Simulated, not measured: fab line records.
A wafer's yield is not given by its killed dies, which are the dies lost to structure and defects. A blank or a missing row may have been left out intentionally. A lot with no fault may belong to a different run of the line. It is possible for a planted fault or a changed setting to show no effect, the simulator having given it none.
Comparing a struck lot with a sound one    flow sky130    17 out of 708 route steps
Sound: these wafers, L636.1, L636.2, L636.6. Wafers struck: L622.4, L622.5, L622.6. The cause is named last.
Per side, at each step with rows, come the tool, then ch with its chambers, and then its first start. Under that, the readings that differ: sound wafers    struck wafers    difference of the means    sigmas: that difference in standard deviations of wafers without a fault.
alike: readings with means less than 2 such deviations apart, plus words and numbers identical on both sides. not compared: withheld readings, readings lacking a value on some wafer, bounds such as >300 that could conceal the same value, and numbers that have no deviation in the record and whose values overlap.
Wherever a step has rows on one side only, a row that says differs or no value, or a row with sigmas, the two part there. When numbers do not overlap yet have no deviation, they are printed without sigmas and do not part them. A reading that every wafer of one side lacks parts them only if that side has two wafers or more.

SKY_FIELD_ISO_BOW_MEAS_00:
  sound on film metro-01 at day 5 04:00; struck on film metro-04 at day 2 06:04
  alike: INCOMING_BOW
then, 1 step without rows for these wafers: SKY_FIELD_ISO_OXIDATION_01 (stabilise 600 s, purge 300 s, target thk 12 nm).
SKY_FIELD_ISO_THK_MEAS_02:
  sound on film metro-01 at day 5 06:43; struck on film metro-03 at day 2 07:50
  alike: FIELD_ISO_OXIDATION_00_THK
then, 1 step without rows for these wafers: SKY_FIELD_ISO_CVD_03 (deposits Si3N4 from DCS/NH3, target thk 165 nm, time 2830 s).
SKY_FIELD_ISO_THK_MEAS_04:
  sound on film metro-03 at day 5 09:03; struck on film metro-04 at day 2 09:41
  alike: FIELD_ISO_CVD_03_THK
then, 4 steps without rows for these wafers: SKY_FIELD_ISO_DEHYDRATE_05 (time 60 s); SKY_FIELD_ISO_HMDS_06 (prime time 60 s); SKY_FIELD_ISO_COAT_07 (resist thk 60 nm); SKY_FIELD_ISO_COAT_08 (resist thk 450 nm).
SKY_FIELD_ISO_SOFTBAKE_09: time 90 s.
  sound on litho track-02 ch 0, day 5 18:00; struck on litho track-02 ch 0, day 2 17:00
reading                   sound                 struck             difference  sigmas
heater power total W (W)  57.48 57.31 57.37     54.44 54.49 54.60  -2.88       -24
plate temp C (C)          100.12 100.23 100.08  96.30 96.27 96.15  -3.90       -28
then, 2 steps without rows for these wafers: SKY_FIELD_ISO_EXPOSE_10 (exposes mask FOM, target cd 150 nm); SKY_FIELD_ISO_PEB_11.
SKY_FIELD_ISO_DEVELOP_12: develop time 60 s.
  sound: litho track-01 ch 0; struck: litho track-02 ch 0
  not compared: model.KrF-thick_of_FIELD_ISO_COAT_08.thk nm
SKY_FIELD_ISO_CD_MEAS_13: the cd target is 150 nm.
  sound on cd sem-01 at day 6 02:01; struck on cd sem-02 at day 3 00:07
  alike: cd nm
SKY_FIELD_ISO_ETCH_14: etches BARC in N2/H2, stops on SiO2, time 45.9 s, target depth 60 nm.
  sound on rie diel-04 ch 0,3, day 6 02:08; struck on rie diel-01 ch 0,3, day 3 00:10
reading                                           sound              struck             difference  sigmas
model.KrF-thick_of_FIELD_ISO_COAT_08.thk nm (nm)  394.9 395.6 393.8  397.4 396.1 396.2  +1.8        
  alike: drypump motor current A, n2 flow sccm, oes product au, throttle valve pct
  not compared: rf hours counter h
SKY_FIELD_ISO_ETCH_15: etches the open film in CHF3/O2, stops on Si, target depth 180 nm, time 72 s.
  sound on rie diel-04 ch 0,3, day 6 02:11; struck on rie diel-01 ch 0,3, day 3 00:13
  alike: drypump motor current A, oes product au, throttle valve pct
  not compared: rf hours counter h
-- record jumps: 43 days separate the struck wafers' starts on either side; left off in module FIELD_ISO, taken up again in module PAD_OPEN, whose first shown step is the route's number 708 --
SKY_PAD_OPEN_PROBE_99:
  rows exist in the record for the struck wafers here (prober-02, day 46 09:34), but not for the sound ones

== WHERE THEY PART ==
Earliest at SKY_FIELD_ISO_SOFTBAKE_09; latest, in this record, at SKY_PAD_OPEN_PROBE_99.

WHY: what had been put in by the simulator
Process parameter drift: litho track-02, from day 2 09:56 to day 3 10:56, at SKY_FIELD_ISO_SOFTBAKE_09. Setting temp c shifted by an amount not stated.
